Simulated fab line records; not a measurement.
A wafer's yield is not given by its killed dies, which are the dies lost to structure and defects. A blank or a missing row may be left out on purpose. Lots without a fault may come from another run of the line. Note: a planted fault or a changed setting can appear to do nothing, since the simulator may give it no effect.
fab line records ; flow sky130 ; part 2 of 2: steps 28 to 39 of 39
record: lots: 5; wafers: 15; lastDay: 50
route steps=708 shown FIELD_ISO@16 NWELL@32 DNWELL@35 PWDE@45
lots that met no fault: from a run of the same line without faults
startH: hours from the record's opening day to when the first of the lot's shown wafers began ; waitH: hours elapsed since this lot's preceding step ; " same as the row above ; L1.1+2: one row covering several wafers at once ; - value missing, or start not given ; * or withheld: withheld ; < > ~ a bound
route shown NAME@n: NAME is a module with steps in the file, n the number in the route of the first one ; usual: mean/standard deviation taken from wafers without a fault ; same: alike in all rows ; chamber/n: place in a boat ; sites: readings site by site ; _std_site: how widely they spread, as a standard deviation ; _edge_site: the outer-site mean with the inner-site mean subtracted ; radiusMm: how far each site lies from the wafer's centre ; mask NAME#n: copy n ; behind: the most recent tool/chamber to have shaped the wafer ; hold: why the lot went on hold/how many hours it stayed there/how the hold came to an end ; device: names the non-switching transistor (n, p or np) ; end of line: tests of these same wafers at the route's end ; for a step that has no rows: nothing shown but its recipe ; killed: not the wafer's yield, but the dies lost to structure and defects at the first sort ; map: a wafer's dies, x killed, . not, _ none there
set.NAME: the setting as run; set.NAME@STEP: as run at that earlier step ; model.NAME: the simulator's own value behind a step, which no gauge read
certain route steps with their lots: each step a table, each wafer a row
services: when a tool's chamber went out of use (startH, in hours from the record's first day, below 0 if earlier), for how many hours, and the reason
== steps ==
step: SKY_DNWELL_STRIP_08
recipe: chemistry: O2/N2; powerW: 1400; pressureMtorr: 1500; platenTempC: withheld; o2FlowSccm: 3000; n2FlowSccm: 300; overashFraction: 0.5
usual: drypumpMotorCurrentA: 6.1/0.46; oesProductAu: 0.722/0.0047; stripTimeToEndpointS: 36.93/0.11
lot.wafer;tool;chamber;startH;waitH;drypumpMotorCurrentA;oesProductAu;rfHoursCounterH;stripTimeToEndpointS
L076.2;plasmaAsher-04;1;62.67;0.1;6.0;0.724;39;37.02
L076.3;plasmaAsher-04;0;62.67;0.1;5.6;0.725;-;36.99
L076.4;plasmaAsher-04;1;62.67;0.1;6.0;0.714;-;37.05
L081.2;plasmaAsher-02;1;92.77;0.1;6.4;0.714;42;37.09
L081.3;plasmaAsher-02;0;92.77;0.1;6.6;0.719;-;37.06
L081.4;plasmaAsher-02;1;92.77;0.1;6.4;0.722;-;37.14
L084.2;plasmaAsher-02;1;113.42;0.1;6.4;0.728;44;36.96
L084.4;plasmaAsher-02;1;113.42;0.1;6.4;0.717;-;36.95
L084.6;plasmaAsher-02;1;113.42;0.1;6.4;0.724;-;36.88
L088.4;plasmaAsher-04;0;130.80;0.1;5.6;0.724;-;36.92
L088.5;plasmaAsher-04;1;130.80;0.1;5.9;0.732;-;36.84
L088.6;plasmaAsher-04;0;130.80;0.1;5.5;0.725;-;36.98
L094.1;plasmaAsher-04;0;164.27;0.1;5.5;0.724;5;36.81
L094.2;plasmaAsher-04;1;164.27;0.1;6.0;0.722;5;36.72
L094.3;plasmaAsher-04;0;164.27;0.1;5.6;0.731;-;36.79
step: SKY_DNWELL_TW_MEAS_09
usual: DNWELL_TW: 1106/7.9
lot.wafer;tool;chamber;startH;waitH;DNWELL_TW
L076.2;filmMetro-02;-;62.78;0.1;1110
L076.3;filmMetro-02;-;62.78;0.1;1110
L076.4;filmMetro-02;-;62.78;0.1;1109
L081.2;filmMetro-04;-;92.88;0.1;1112
L081.3;filmMetro-04;-;92.88;0.1;1109
L081.4;filmMetro-04;-;92.88;0.1;1116
L084.2;filmMetro-03;-;113.53;0.1;1123
L084.4;filmMetro-03;-;113.53;0.1;1119
L084.6;filmMetro-03;-;113.53;0.1;1118
L088.4;filmMetro-03;-;130.89;0.1;1112
L088.5;filmMetro-03;-;130.89;0.1;1116
L088.6;filmMetro-03;-;130.89;0.1;1115
L094.1;filmMetro-04;-;164.37;0.1;1099
L094.2;filmMetro-04;-;164.37;0.1;1098
L094.3;filmMetro-04;-;164.37;0.1;1101
step: SKY_PWDE_DEHYDRATE_00
recipe: tempC: 200; timeS: 60
lot.wafer;tool;chamber;startH;waitH
L076.2+3+4;lithoTrack-01;0;70.39;7.6
L081.2+3+4;lithoTrack-04;0;100.76;7.9
L084.2+4+6;lithoTrack-02;0;121.78;8.2
L088.4+5+6;lithoTrack-01;0;139.49;8.6
L094.1+2+3;lithoTrack-01;0;174.41;10.0
step: SKY_PWDE_HMDS_01
recipe: primeTimeS: 60; primeTempC: 120
lot.wafer;tool;chamber;startH;waitH
L076.2+3+4;lithoTrack-01;0;70.54;0.1
L081.2+3+4;lithoTrack-04;0;100.91;0.1
L084.2+4+6;lithoTrack-02;0;121.93;0.1
L088.4+5+6;lithoTrack-01;0;139.64;0.1
L094.1+2+3;lithoTrack-01;0;174.56;0.1
step: SKY_PWDE_COAT_02
recipe: spinRpm: 2000; resistThkNm: 3000
usual: dispensePressureKPa: 49.6/2.3; spinSpeedRpm: 1999.8/1.3
lot.wafer;tool;chamber;startH;waitH;dispensePressureKPa;spinSpeedRpm
L076.2;lithoTrack-01;0;70.69;0.1;51.8;2002.8
L076.3;lithoTrack-01;0;70.69;0.1;51.8;2002.1
L076.4;lithoTrack-01;0;70.69;0.1;51.8;2001.9
L081.2;lithoTrack-04;0;101.06;0.1;50.9;2003.1
L081.3;lithoTrack-04;0;101.06;0.1;50.9;2000.1
L081.4;lithoTrack-04;0;101.06;0.1;50.9;2000.2
L084.2;lithoTrack-02;0;122.08;0.1;46.4;2000.6
L084.4;lithoTrack-02;0;122.08;0.1;46.3;2000.1
L084.6;lithoTrack-02;0;122.08;0.1;46.4;1999.1
L088.4;lithoTrack-01;0;139.79;0.1;51.8;2001.2
L088.5;lithoTrack-01;0;139.79;0.1;51.8;2001.5
L088.6;lithoTrack-01;0;139.79;0.1;51.8;2000.6
L094.1;lithoTrack-01;0;174.71;0.1;51.8;1999.0
L094.2;lithoTrack-01;0;174.71;0.1;51.8;1999.1
L094.3;lithoTrack-01;0;174.71;0.1;51.8;1998.2
step: SKY_PWDE_SOFTBAKE_03
recipe: tempC: 110; timeS: withheld
lot.wafer;tool;chamber;startH;waitH
L076.2+3+4;lithoTrack-01;0;70.85;0.1
L081.2+3+4;lithoTrack-04;0;101.22;0.1
L084.2+4+6;lithoTrack-02;0;122.24;0.1
L088.4+5+6;lithoTrack-01;0;139.96;0.1
L094.1+2+3;lithoTrack-01;0;174.86;0.1
step: SKY_PWDE_EXPOSE_04
recipe: maskId: PWDEM; na: 0.6; sourceShape: conventional; sigmaOuter: 0.6; polarization: unpolarized; targetCdNm: 840; doseMj: 214
lot.wafer;tool;chamber;startH;waitH;mask
L076.2+3+4;ilineStepper-02;0;-;-;PWDEM#0
L081.2+3+4;ilineStepper-02;0;-;-;PWDEM#0
L084.2+4+6;ilineStepper-02;0;-;-;PWDEM#0
L088.4+5+6;ilineStepper-02;0;-;-;PWDEM#0
L094.1+2+3;ilineStepper-02;0;-;-;PWDEM#0
step: SKY_PWDE_PEB_05
recipe: tempC: 115; timeS: withheld
lot.wafer;tool;chamber;startH;waitH
L076.2+3+4;lithoTrack-01;0;-;-
L081.2+3+4;lithoTrack-04;0;-;-
L084.2+4+6;lithoTrack-01;0;-;-
L088.4+5+6;lithoTrack-02;0;-;-
L094.1+2+3;lithoTrack-01;0;-;-
step: SKY_PWDE_DEVELOP_06
recipe: wallAngleDeg: 90; developer: TMAH; developTimeS: 60; devTempC: 23
lot.wafer;tool;chamber;startH;waitH
L076.2+3+4;lithoTrack-01;0;-;-
L081.2+3+4;lithoTrack-04;0;-;-
L084.2+4+6;lithoTrack-01;0;-;-
L088.4+5+6;lithoTrack-02;0;-;-
L094.1+2+3;lithoTrack-01;0;-;-
step: SKY_PWDE_OVL_MEAS_07
usual: PWDE_OVL: -0.2/1.2
lot.wafer;tool;chamber;startH;waitH;PWDE_OVL[nm]
L076.2;overlay-02;-;78.72;-;1.0
L076.3;overlay-02;-;78.72;-;0.5
L076.4;overlay-02;-;78.72;-;-0.3
L081.2;overlay-01;-;110.14;-;-0.6
L081.3;overlay-01;-;110.14;-;-1.5
L081.4;overlay-01;-;110.14;-;-0.4
L084.2;overlay-01;-;132.07;-;0.5
L084.4;overlay-01;-;132.07;-;-1.2
L084.6;overlay-01;-;132.07;-;0.4
L088.4;overlay-02;-;149.98;-;-0.2
L088.5;overlay-02;-;149.98;-;2.5
L088.6;overlay-02;-;149.98;-;1.0
L094.1;overlay-01;-;185.06;-;0.0
L094.2;overlay-01;-;185.06;-;1.4
L094.3;overlay-01;-;185.06;-;1.3
step: SKY_PWDE_IMPLANT_08
recipe: species: B; energyKev: 150; doseCm2: 3.6e+12; tiltDeg: withheld
lot.wafer;tool;chamber;startH;waitH
L076.2+3+4;implanter-02;0;78.77;0.0
L081.2+3+4;implanter-04;0;110.20;0.0
L084.2+4+6;implanter-02;0;132.12;0.0
L088.4+5+6;implanter-01;0;150.07;0.1
L094.1+2+3;implanter-02;0;185.10;0.0
step: SKY_PWDE_STRIP_09
recipe: chemistry: O2/N2; powerW: 1400; pressureMtorr: 1500; platenTempC: withheld; o2FlowSccm: 3000; n2FlowSccm: 300; overashFraction: 0.5
usual: drypumpMotorCurrentA: 6.2/0.46; oesProductAu: 0.722/0.0043; stripTimeToEndpointS: 36.96/0.083
lot.wafer;tool;chamber;startH;waitH;drypumpMotorCurrentA;oesProductAu;rfHoursCounterH;stripTimeToEndpointS
L076.2;plasmaAsher-01;1;78.90;0.1;6.6;0.717;27;36.87
L076.3;plasmaAsher-01;1;78.90;0.1;6.6;0.730;-;36.87
L076.4;plasmaAsher-01;0;78.90;0.1;5.4;0.724;-;37.00
L081.2;plasmaAsher-01;1;110.32;0.1;6.6;0.718;30;37.07
L081.3;plasmaAsher-01;0;110.32;0.1;5.4;0.725;-;37.08
L081.4;plasmaAsher-01;1;110.32;0.1;6.6;0.729;-;37.20
L084.2;plasmaAsher-02;0;132.25;0.1;6.6;0.721;47;36.94
L084.4;plasmaAsher-02;0;132.25;0.1;6.6;0.723;-;36.96
L084.6;plasmaAsher-02;0;132.25;0.1;6.6;0.722;-;37.10
L088.4;plasmaAsher-03;0;150.18;0.1;6.0;0.724;-;37.04
L088.5;plasmaAsher-03;0;150.18;0.1;5.9;0.720;-;37.05
L088.6;plasmaAsher-03;1;150.18;0.1;6.4;0.713;-;36.94
L094.1;plasmaAsher-02;0;185.25;0.1;6.6;0.721;52;37.00
L094.2;plasmaAsher-02;1;185.25;0.1;6.5;0.716;52;36.90
L094.3;plasmaAsher-02;0;185.25;0.1;6.6;0.722;-;36.97
== services ==
tool;chamber;startH;hours;kind
cmp-01;-;26.63;1.7;repair
cmp-01;-;35.95;1.0;repair
plasmaAsher-04;-;46.33;1.5;repair
plasmaAsher-04;-;48.03;14.6;pm
hdpcvd-01;0;48.44;13.3;repair
implanter-02;-;53.86;1.8;repair
rieDiel-01;-;55.04;0.3;repair
furnace-01;-;58.39;4.7;pm
wetBench-03;-;73.13;3.8;repair
furnace-02;-;85.82;3.4;pm
cmp-01;-;95.01;0.5;repair
plasmaAsher-04;-;108.75;9.0;pm
rieDiel-01;1;110.62;12.5;repair
hdpcvd-01;-;117.84;1.0;repair
furnace-02;-;120.95;3.5;pm
implanter-02;-;121.01;4.1;repair
rieSi-01;2;121.89;14.8;repair
ilineStepper-02;-;129.28;1.7;pm
ilineStepper-02;-;131.85;0.5;repair
hdpcvd-01;-;136.83;0.5;repair
rieSi-01;3;147.16;7.3;repair
cmp-01;-;161.35;0.4;repair
plasmaAsher-02;-;161.53;2.2;repair
ilineStepper-02;-;163.02;0.7;repair
